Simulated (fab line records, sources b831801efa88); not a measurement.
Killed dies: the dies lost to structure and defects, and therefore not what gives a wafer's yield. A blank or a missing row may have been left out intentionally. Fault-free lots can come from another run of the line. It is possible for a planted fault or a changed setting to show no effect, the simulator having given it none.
fab line records ; flow sky130
record lots=6; wafers=18; last-day=50
route steps=708 shown METAL2@506 VIA2@507 PAD_OPEN@708
lots with no fault: from the same line, run without faults
start-h: the number of hours between the record's first day and the start of the first shown wafer of the lot ; wait-h: hours elapsed since this lot's preceding step ; " repeats the value in the row above ; L1.1+2: several wafers, shown together as one row ; - no value, or no start given ; * or withheld: withheld ; < > ~ a bound
route shown NAME@n: a module of which the file shows steps, and the number in the route of the first ; usual: the fault-free wafers' mean and standard deviation ; same: alike in all rows ; chamber/n: place in a boat ; sites: per-site readings ; _std_site: the values' standard deviation ; _edge_site: inner sites' mean taken away from outer sites' mean ; radius-mm: for every site, how far away it sits from the centre of the wafer ; mask NAME#n: copy n ; behind: the last tool/chamber to shape the wafer ; hold: the reason the lot was held/the length of the hold in hours/how it ended ; device: whichever transistor did not switch (one of n, p or np) ; end of line: the route-end tests of the same wafers ; where a step has no rows: the recipe by itself ; killed: the dies lost at the first sort to structure and to defects; this is not the yield of the wafer ; map: shows each die of a wafer: x if killed, . if not, _ if none is there
set.NAME: the setting the step ran with; set.NAME@STEP: the setting that earlier step ran with ; model.NAME: the simulator's own value behind a step, which no gauge read
lots seen at some steps along the route; tables by step, rows by wafer
services: when a tool's chamber went out of use (start-h, in hours from the record's first day, below 0 if earlier), for how many hours, and the reason
## steps
# step SKY_METAL2_CLEAN_23
# recipe chemistry=O3/DIW; dry=n2-spin
# step SKY_VIA2_HDPCVD_00
# recipe material=SiO2; target-thk-nm=1180; sigma-open-frac=0.3; time-s=196.7; temp-c=400; sih4-flow-sccm=60; pressure-mtorr=6
# step SKY_VIA2_THK_MEAS_01
# recipe reads=SiO2_of_VIA2_HDPCVD_00
# usual VIA2_HDPCVD_THK=1175/12
lot.wafer;tool;chamber;start-h;wait-h;VIA2_HDPCVD_THK[nm]
L139.2;film-metro-03;-;835.80;0.1;1156
L139.3;film-metro-03;-;835.80;0.1;1174
L139.4;film-metro-03;-;835.80;0.1;1163
L143.2;film-metro-04;-;861.15;0.1;1150
L143.3;film-metro-04;-;861.15;0.1;1144
L143.4;film-metro-04;-;861.15;0.1;1159
L150.1;film-metro-01;-;921.21;0.1;1172
L150.5;film-metro-01;-;921.21;0.1;1177
L150.6;film-metro-01;-;921.21;0.1;1165
L151.2;film-metro-01;-;923.72;0.1;1181
L151.3;film-metro-01;-;923.72;0.1;1187
L151.6;film-metro-01;-;923.72;0.1;1168
L152.1;film-metro-03;-;941.54;0.1;1167
L152.2;film-metro-03;-;941.54;0.1;1184
L152.6;film-metro-03;-;941.54;0.1;1190
L159.1;film-metro-01;-;982.44;0.1;1189
L159.2;film-metro-01;-;982.44;0.1;1188
L159.3;film-metro-01;-;982.44;0.1;1179
# step SKY_VIA2_CMP_02
# recipe material=SiO2; down-force-psi=4; platen-rpm=60; pad-velocity-m-s=0.94248
# usual motor-current-A=11.8/1.6
lot.wafer;tool;chamber;start-h;wait-h;motor-current-A
L139.3;cmp-01;2;835.92;0.1;13.7
L139.4;cmp-01;0;835.92;0.1;9.8
L139.2;cmp-01;1;835.92;0.1;13.6
L143.3;cmp-01;1;861.20;0.0;13.1
L143.2;cmp-01;3;861.20;0.0;11.8
L143.4;cmp-01;0;861.20;0.0;10.3
L150.1;cmp-01;0;921.32;0.1;9.5
L150.5;cmp-01;3;921.32;0.1;11.0
L150.6;cmp-01;0;921.32;0.1;10.2
L151.2;cmp-01;0;924.02;0.3;9.9
L151.3;cmp-01;3;924.02;0.3;10.8
L151.6;cmp-01;0;924.02;0.3;9.8
L152.1;cmp-02;0;941.65;0.1;10.6
L152.2;cmp-02;1;941.65;0.1;12.5
L152.6;cmp-02;0;941.65;0.1;9.8
L159.3;cmp-02;1;982.50;0.0;12.7
L159.2;cmp-02;3;982.50;0.0;10.5
L159.1;cmp-02;0;982.50;0.0;10.6
# step SKY_VIA2_BOW_MEAS_03
# recipe mode=bow
# usual VIA2_BOW=85/8
lot.wafer;tool;chamber;start-h;wait-h;VIA2_BOW[um]
L139.2;film-metro-03;-;836.24;0.1;85
L139.3;film-metro-03;-;836.24;0.1;79
L139.4;film-metro-03;-;836.24;0.1;77
L143.2;film-metro-04;-;861.52;0.2;76
L143.3;film-metro-04;-;861.52;0.2;80
L143.4;film-metro-04;-;861.52;0.2;66
L150.1;film-metro-03;-;921.57;0.2;104
L150.5;film-metro-03;-;921.57;0.2;80
L150.6;film-metro-03;-;921.57;0.2;88
L151.2;film-metro-03;-;924.34;0.3;85
L151.3;film-metro-03;-;924.34;0.3;93
L151.6;film-metro-03;-;924.34;0.3;83
L152.1;film-metro-03;-;941.90;0.2;73
L152.2;film-metro-03;-;941.90;0.2;88
L152.6;film-metro-03;-;941.90;0.2;78
L159.1;film-metro-01;-;982.80;0.1;77
L159.2;film-metro-01;-;982.80;0.1;75
L159.3;film-metro-01;-;982.80;0.1;83
# step SKY_VIA2_DEHYDRATE_04
# recipe temp-c=200; time-s=60
# step SKY_VIA2_HMDS_05
# recipe prime-time-s=60; prime-temp-c=120
# step SKY_VIA2_COAT_06
# recipe resist=BARC; temp-c=withheld; time-s=withheld; spin-rpm=3000; resist-thk-nm=60
# step SKY_VIA2_COAT_07
# recipe resist=KrF-thick; spin-rpm=3000; resist-thk-nm=450
# step SKY_VIA2_SOFTBAKE_08
# recipe temp-c=100; time-s=90; resist=KrF-thick
# step SKY_VIA2_EXPOSE_09
# recipe mask-id=VIM2; na=0.8; source-shape=annular; sigma-inner=0.55; sigma-outer=0.85; target-cd-nm=200; dose-mj=38
# step SKY_VIA2_PEB_10
# recipe peb-temp-c=withheld; peb-time-s=withheld; resist=KrF-thick
# step SKY_VIA2_DEVELOP_11
# recipe develop-time-s=60; resist=KrF-thick; dev-temp-c=21
# usual developer-temp-C=21.01/0.11; resist-line-temp-C=22.99/0.11
lot.wafer;tool;chamber;start-h;wait-h;developer-temp-C;resist-line-temp-C
L139.2;litho-track-02;0;862;-;20.90;23.03
L139.3;litho-track-02;0;862;-;20.72;22.79
L139.4;litho-track-02;0;862;-;20.98;22.92
L143.2;litho-track-04;0;887;-;21.04;22.92
L143.3;litho-track-04;0;887;-;20.98;22.90
L143.4;litho-track-04;0;887;-;20.94;23.06
L150.1;litho-track-02;0;946;-;20.92;22.96
L150.5;litho-track-02;0;947;-;20.96;22.95
L150.6;litho-track-02;0;947;-;20.86;22.93
L151.2;litho-track-04;0;948;-;20.42;23.09
L151.3;litho-track-04;0;948;-;20.19;23.05
L151.6;litho-track-04;0;948;-;20.42;23.08
L152.1;litho-track-04;0;966;-;20.40;22.82
L152.2;litho-track-04;0;966;-;20.41;23.01
L152.6;litho-track-04;0;966;-;20.18;22.90
L159.1;litho-track-03;0;1005;-;21.07;23.07
L159.2;litho-track-03;0;1005;-;20.98;23.19
L159.3;litho-track-03;0;1005;-;20.98;22.99
# step SKY_VIA2_CD_MEAS_12
# recipe target-cd-nm=200
# usual cd-nm=200.1/1.3
lot.wafer;tool;chamber;start-h;wait-h;cd-nm
L139.2;cd-sem-02;-;862.51;-;200.8
L139.3;cd-sem-02;-;862.51;-;199.1
L139.4;cd-sem-02;-;862.51;-;200.3
L143.2;cd-sem-02;-;887.98;-;200.4
L143.3;cd-sem-02;-;887.98;-;203.6
L143.4;cd-sem-02;-;887.98;-;201.4
L150.1;cd-sem-01;-;947.09;-;199.7
L150.5;cd-sem-01;-;947.09;-;199.5
L150.6;cd-sem-01;-;947.09;-;199.2
L151.2;cd-sem-02;-;948.48;-;199.1
L151.3;cd-sem-02;-;948.48;-;200.9
L151.6;cd-sem-02;-;948.48;-;200.3
L152.1;cd-sem-01;-;966.16;-;199.8
L152.2;cd-sem-01;-;966.16;-;200.0
L152.6;cd-sem-01;-;966.16;-;200.2
L159.1;cd-sem-01;-;1005.97;-;200.4
L159.2;cd-sem-01;-;1005.97;-;201.4
L159.3;cd-sem-01;-;1005.97;-;201.0
# step SKY_PAD_OPEN_PROBE_99
# usual defect-limited-yield=82.5/2; killed_at_M0_to_M3=42/6.6; killed_at_M4_up=3.1/1.9; killed-at-contacts=25/5.7; killed-at-front-end=16/5; killed-at-other=0.2/0.38; killed-dies=86/9.6; killed-open=47/7.2; killed-short=39/6.2; sort_bin_3_pad_short=0.9/0.44; sort_bin_5_function=10.3/1.5; sort_bin_6_memory=6.2/1.1; sort-n-pass=406/9.6; sort-yield-pct=82.5/2
# same gross-dies=492; killed-at-back-side=0; sort_bin_4_leakage[%]=0; sort_bin_8_speed[%]=0
lot.wafer;tool;chamber;start-h;wait-h;defect-limited-yield[%];killed_at_M0_to_M3;killed_at_M4_up;killed-at-contacts;killed-at-front-end;killed-at-other;killed-dies;killed-open;killed-short;sort_bin_3_pad_short[%];sort_bin_5_function[%];sort_bin_6_memory[%];sort-n-pass;sort-yield-pct[%]
L139.2;prober-01;-;1088.13;0.1;81.5;44;6;27;14;0;91;43;48;1.2;10.6;6.7;401;81.5
L139.3;prober-01;-;1088.18;0.2;84.6;29;3;20;23;1;76;37;39;1.2;9.3;4.9;416;84.6
L139.4;prober-01;-;1088.23;0.2;85.6;42;1;14;14;0;71;38;33;0.8;8.7;4.9;421;85.6
L143.2;prober-01;-;1105.55;0.1;85.6;42;2;19;8;0;71;35;36;0.4;9.8;4.3;421;85.6
L143.3;prober-01;-;1105.60;0.2;84.3;44;2;19;12;0;77;46;31;0.4;9.1;6.1;415;84.3
L143.4;prober-01;-;1105.65;0.2;83.9;45;4;22;8;0;79;41;38;0.4;8.5;7.1;413;83.9
L150.1;prober-02;-;1152.69;0.1;82.9;40;3;32;9;0;84;52;32;1.0;10.2;5.9;408;82.9
L150.5;prober-02;-;1152.89;0.2;81.5;43;3;32;12;1;91;44;47;0.2;11.0;7.3;401;81.5
L150.6;prober-02;-;1152.94;0.2;79.3;45;3;28;26;0;102;60;42;1.8;14.0;4.9;390;79.3
L151.2;prober-01;-;1154.24;0.1;82.7;46;0;23;16;0;85;47;38;1.0;10.6;5.7;407;82.7
L151.3;prober-01;-;1154.29;0.2;84.1;32;1;27;18;0;78;38;40;0;10.0;5.9;414;84.1
L151.6;prober-01;-;1154.44;0.2;83.7;32;3;24;21;0;80;42;38;0.6;8.5;7.1;412;83.7
L152.1;prober-02;-;1166.54;0.1;84.8;45;3;19;8;0;75;48;27;0.4;8.9;5.9;417;84.8
L152.2;prober-02;-;1166.59;0.1;82.5;40;10;25;11;0;86;42;44;0.6;12.2;4.7;406;82.5
L152.6;prober-02;-;1166.79;0.2;81.7;40;0;30;20;0;90;51;39;0.2;11.0;7.1;402;81.7
L159.1;prober-01;-;1195.50;0.1;84.6;45;2;18;11;0;76;35;41;0.2;11.2;4.1;416;84.6
L159.2;prober-01;-;1195.55;0.1;83.5;45;5;19;12;0;81;46;35;0.2;11.0;5.3;411;83.5
L159.3;prober-01;-;1195.60;0.2;81.1;48;4;21;20;0;93;41;52;1.6;11.4;5.9;399;81.1
# killed by level:class
L139.2 CONTACT:geometric-particle:open=9 VIA1:geometric-particle:open=8 VIA3:geometric-particle:open=6 LI_CONTACT:geometric-particle:short=5 VIA1:geometric-particle:short=5 VIA2:geometric-particle:open=5 METAL2:geometric-particle:short=5 METAL4:geometric-particle:short=5
L139.3 LI_CONTACT:geometric-particle:open=7 FIELD_ISO:geometric-particle:open=6 POLY_GATE:geometric-particle:open=5 POLY_GATE:geometric-particle:short=5 CONTACT:geometric-particle:open=5 METAL1:geometric-particle:short=5 VIA1:geometric-particle:short=5 METAL2:geometric-particle:short=5
L139.4 VIA1:geometric-particle:open=11 VIA3:geometric-particle:open=7 FIELD_ISO:geometric-particle:open=6 METAL1:geometric-particle:short=6 CONTACT:geometric-particle:open=5 METAL2:geometric-particle:short=5 CONTACT:geometric-particle:short=4 FIELD_ISO:geometric-particle:short=3
L143.2 VIA3:geometric-particle:open=8 LI_CONTACT:geometric-particle:open=7 VIA1:geometric-particle:open=7 VIA1:geometric-particle:short=6 VIA2:geometric-particle:open=5 METAL1:geometric-particle:short=5 LI_CONTACT:geometric-particle:short=4 LOCAL_INTERCONNECT:geometric-particle:short=4
L143.3 VIA1:geometric-particle:open=13 VIA2:geometric-particle:open=10 CONTACT:geometric-particle:open=7 FIELD_ISO:geometric-particle:open=6 LOCAL_INTERCONNECT:geometric-particle:short=5 METAL1:geometric-particle:short=5 LI_CONTACT:geometric-particle:open=4 VIA2:geometric-particle:short=4
L143.4 VIA1:geometric-particle:open=11 METAL2:geometric-particle:short=8 CONTACT:geometric-particle:short=7 VIA2:geometric-particle:open=6 CONTACT:geometric-particle:open=5 METAL1:geometric-particle:short=4 LI_CONTACT:geometric-particle:open=4 VIA1:geometric-particle:short=4
L150.1 CONTACT:geometric-particle:open=18 VIA1:geometric-particle:open=16 LI_CONTACT:geometric-particle:open=5 METAL2:geometric-particle:short=4 VIA3:geometric-particle:short=4 VIA1:geometric-particle:short=3 CONTACT:geometric-particle:short=3 METAL1:geometric-particle:short=3
L150.5 VIA1:geometric-particle:open=11 CONTACT:geometric-particle:short=11 LOCAL_INTERCONNECT:geometric-particle:short=8 VIA2:geometric-particle:open=7 LI_CONTACT:geometric-particle:open=6 FIELD_ISO:geometric-particle:open=5 CONTACT:geometric-particle:open=5 METAL2:geometric-particle:short=5
L150.6 VIA1:geometric-particle:open=14 LI_CONTACT:geometric-particle:open=11 CONTACT:geometric-particle:open=10 FIELD_ISO:geometric-particle:short=8 POLY_GATE:geometric-particle:short=7 FIELD_ISO:geometric-particle:open=6 VIA1:geometric-particle:short=6 VIA2:geometric-particle:open=6
L151.2 CONTACT:geometric-particle:open=10 VIA1:geometric-particle:open=10 VIA2:geometric-particle:open=7 VIA3:geometric-particle:open=7 METAL1:geometric-particle:short=6 LI_CONTACT:geometric-particle:open=6 VIA1:geometric-particle:short=6 POLY_GATE:geometric-particle:short=5
L151.3 CONTACT:geometric-particle:open=8 LI_CONTACT:geometric-particle:open=7 VIA1:geometric-particle:short=6 CONTACT:geometric-particle:short=5 VIA1:geometric-particle:open=5 VIA3:geometric-particle:open=4 FIELD_ISO:geometric-particle:open=3 FIELD_ISO:geometric-particle:short=3
L151.6 LI_CONTACT:geometric-particle:open=9 VIA1:geometric-particle:open=9 CONTACT:geometric-particle:open=8 FIELD_ISO:geometric-particle:short=6 VIA1:geometric-particle:short=5 FIELD_ISO:geometric-particle:open=4 POLY_GATE:geometric-particle:short=4 VIA2:geometric-particle:short=4
L152.1 VIA1:geometric-particle:open=11 VIA2:geometric-particle:open=7 LI_CONTACT:geometric-particle:open=6 CONTACT:geometric-particle:open=5 METAL2:geometric-particle:short=5 LOCAL_INTERCONNECT:geometric-particle:short=4 VIA1:geometric-particle:short=4 METAL3:geometric-particle:short=4
L152.2 CONTACT:geometric-particle:open=10 VIA1:geometric-particle:open=8 VIA2:geometric-particle:short=6 LI_CONTACT:geometric-particle:open=6 CONTACT:geometric-particle:short=6 METAL2:geometric-particle:short=6 VIA2:geometric-particle:open=6 METAL4:geometric-particle:short=6
L152.6 VIA1:geometric-particle:open=12 LI_CONTACT:geometric-particle:open=8 CONTACT:geometric-particle:open=7 POLY_GATE:geometric-particle:short=6 VIA3:geometric-particle:open=6 LOCAL_INTERCONNECT:geometric-particle:short=6 METAL2:geometric-particle:short=6 CONTACT:geometric-particle:short=5
L159.1 METAL1:geometric-particle:short=10 VIA2:geometric-particle:open=9 CONTACT:geometric-particle:open=8 VIA1:geometric-particle:open=7 FIELD_ISO:geometric-particle:short=5 CONTACT:geometric-particle:short=4 METAL2:geometric-particle:short=4 VIA2:geometric-particle:short=4
L159.2 VIA3:geometric-particle:open=10 VIA2:geometric-particle:open=9 LI_CONTACT:geometric-particle:open=7 VIA1:geometric-particle:open=7 CONTACT:geometric-particle:open=5 VIA1:geometric-particle:short=5 FIELD_ISO:geometric-particle:short=4 METAL2:geometric-particle:short=4
L159.3 VIA1:geometric-particle:open=13 METAL2:geometric-particle:short=9 FIELD_ISO:geometric-particle:short=6 POLY_GATE:geometric-particle:short=6 CONTACT:geometric-particle:open=6 METAL1:geometric-particle:short=6 VIA2:geometric-particle:short=6 LOCAL_INTERCONNECT:geometric-particle:short=5
## services
tool;chamber;start-h;hours;kind
cmp-02;-;887.97;0.3;repair
cmp-02;-;911.49;7.9;pm
cmp-01;-;912.00;4.0;pm
cmp-01;-;916.00;-;consumable-replace:conditioner
cmp-01;-;916.00;-;consumable-replace:pad
cmp-01;-;941.45;2.4;repair
cmp-02;-;954.22;0.5;repair
cmp-01;-;954.67;9.8;repair
cmp-01;-;963.10;0.7;repair
cmp-01;-;981.69;0.6;repair
cmp-01;-;993.37;8.0;repair
## key
first-sign step=SKY_VIA2_DEVELOP_11; reading=developer-temp-C; direction=down; sigmas=6.3; usual=*; struck=*
effect none on later readings
met-at SKY_VIA2_DEVELOP_11
struck-wafers L151.2,L151.3,L151.6,L152.1,L152.2,L152.6
onset-between 887 948
fault kind=process-parameter-drift; tool=litho-track-04; chamber=-; onset-h=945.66; steps=SKY_VIA2_DEVELOP_11; channel=dev-temp-c; offset=*; shape=step; end-h=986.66; acts-in=*; stated=*
